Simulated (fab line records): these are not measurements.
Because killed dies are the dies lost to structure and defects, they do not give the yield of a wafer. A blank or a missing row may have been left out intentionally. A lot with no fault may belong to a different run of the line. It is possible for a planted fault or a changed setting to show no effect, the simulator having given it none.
One fault seen from 2 desks | flow gf180mcu | only its own numbers are on each desk; what lay behind them is given at the end

== FROM THE METROLOGY DESK ==
Means of the sampled wafers that have a number, per lot and without regard to the tool the lot ran on: this is what the gauges read. Marked OUT: a lot whose mean sits more than 4 standard deviations from the usual mean, which makes it out of limits; the brackets give that distance.
Columns: A = cd_nm at GF_V3_CD_MEAS_14, usual 259.8 nm; B = cd_nm at GF_M4_CD_MEAS_14, usual 280.0 nm; C = cd_nm at GF_V4_CD_MEAS_14, usual 260.2 nm
lot  | first seen here | A     | B     | C
L708 | day 22 10:55    | 257.9 | 279.8 | 260.1
L711 | day 23 14:13    | 257.6 | 281.2 | 260.1
L712 | day 24 00:32    | 259.6 | 281.4 | 259.8
L713 | day 24 05:34    | 260.7 | 279.4 | 258.9
L714 | day 24 19:00    | 261.3 | 281.0 | 261.4
L715 | day 25 03:26    | 259.7 | 279.4 | 256.3
L716 | day 25 09:34    | 260.3 | 280.0 | 259.7
L718 | day 26 01:08    | 259.8 | 280.3 | 261.2
L719 | day 26 07:13    | 261.3 | 279.5 | 262.0
L720 | day 26 21:46    | 260.2 | 279.8 | 259.4
L721 | day 26 22:54    | 259.5 | 277.5 | 259.7
L724 | day 27 23:48    | 259.8 | 281.4 | 264.7
L725 | day 28 01:44    | 256.8 | 280.7 | 265.1
This desk found nothing out of limits on any of the 13 lots.

== THE TOOL OWNER'S DESK: krf_scanner-02 ==
The tool's own readings at GF_V4_EXPOSE_11 (exposes mask Via4, target cd 260 nm): means of the sampled wafers that have a number, for each lot that ran on this tool. Marked OUT: a lot whose mean sits more than 4 standard deviations from the usual mean, which makes it out of limits; the brackets give that distance.
Columns: A = exposure_dose_mJ_cm2 at GF_V4_EXPOSE_11, usual 38.01
lot  | first seen here | A
L712 | day 25 11:50    | 38.04
L713 | day 25 16:56    | 38.00
L714 | day 26 06:09    | 38.02
L715 | day 26 13:53    | 38.05
L719 | day 27 17:19    | 38.03
L721 | day 28 07:13    | 38.04
L724 | day 29 08:17    | 37.83 (-4.2) OUT
L725 | day 29 09:02    | 37.77 (-5.5) OUT
This desk's verdict: out of limits on L724, L725, starting with L724 at day 29 08:17 (exposure_dose_mJ_cm2 at GF_V4_EXPOSE_11). Within limits: L712, L713, L714, L715, L719, L721.

== ALL TOGETHER ==
At day 29 08:17, on L724, L725, the tool owner's desk was in a position to raise an alarm.
Nothing out of limits was seen by the metrology desk.
The metrology desk has L724, L725 on record, within its limits.
Of the lots named, all ran GF_V4_EXPOSE_11 on krf_scanner-02.

== WHAT THE SIMULATOR HAD INSERTED ==
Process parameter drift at GF_V4_EXPOSE_11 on krf_scanner-02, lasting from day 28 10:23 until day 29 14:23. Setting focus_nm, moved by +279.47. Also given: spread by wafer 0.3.
Struck lots among those shown: L724, L725.
How many hours passed from the start of the fault until each desk's first out-of-limits reading: the tool owner's desk, 22.
